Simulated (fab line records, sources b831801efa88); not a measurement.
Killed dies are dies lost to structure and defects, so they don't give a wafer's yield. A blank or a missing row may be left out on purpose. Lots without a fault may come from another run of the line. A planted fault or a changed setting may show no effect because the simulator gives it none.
Which tool did it? | flow gf180mcu | 6 lots, 18 wafers sampled, at 3 steps of a route of 602

WHAT THE GAUGES READ, wafer by wafer
GF_M2_CD_MEAS_14: target cd 280 nm.
lot  | measured     | on        | cd_nm (nm)
L626 | day 20 18:19 | cd_sem-01 | 279.8 281.5 281.1
L628 | day 21 14:09 | cd_sem-02 | 279.2 279.2 278.9
L637 | day 24 17:27 | cd_sem-02 | 278.5 279.7 278.5
L640 | day 25 10:59 | cd_sem-02 | 278.0 278.6 279.3
L643 | day 26 11:20 | cd_sem-01 | 281.4 279.5 279.8
L645 | day 26 22:28 | cd_sem-02 | 280.2 280.8 280.8

WHICH TOOL RAN EACH LOT (tool, then ch and the chambers of the sampled wafers, then the start)
lot  | GF_V1_STRIP_18                       | GF_M2_SPUTTER_03
L626 | plasma_asher-01 ch 0,1, day 19 16:55 | pvd_sputter-04, day 19 18:19
L628 | plasma_asher-01 ch 1, day 20 12:40   | pvd_sputter-02, day 20 14:04
L637 | plasma_asher-02 ch 0,1, day 23 17:52 | pvd_sputter-01, day 23 19:26
L640 | plasma_asher-04 ch 0,1, day 24 11:01 | pvd_sputter-01, day 24 12:38
L643 | plasma_asher-01 ch 0, day 25 12:52   | pvd_sputter-01, day 25 14:16
L645 | plasma_asher-04 ch 0,1, day 26 00:52 | pvd_sputter-02, day 26 02:17
- GF_V1_STRIP_18: strips in O2/N2.
- GF_M2_SPUTTER_03: material Ti, target thk 10 nm, time 6.7 s.

THE ANSWER, worked out from the rows above alone
Rule: what is usual is taken from the lots themselves. Put in order of their means at a reading, lots are off if they are a third of the lots or fewer, leave a main group of 4 or more, and stand apart from it by a gap of 3 or more times the standard deviation of the main group's means; of several such gaps the widest counts. A main group whose means are all the same, to the digits that the tables above print for the reading, isn't used. A lot without any number at a reading at which 4 lots or more have one is off too. The other lots that the step has rows for count as sound.
No lot is off at any reading shown: from this, nothing can be told.

WHAT THE SIMULATOR HAD PUT IN
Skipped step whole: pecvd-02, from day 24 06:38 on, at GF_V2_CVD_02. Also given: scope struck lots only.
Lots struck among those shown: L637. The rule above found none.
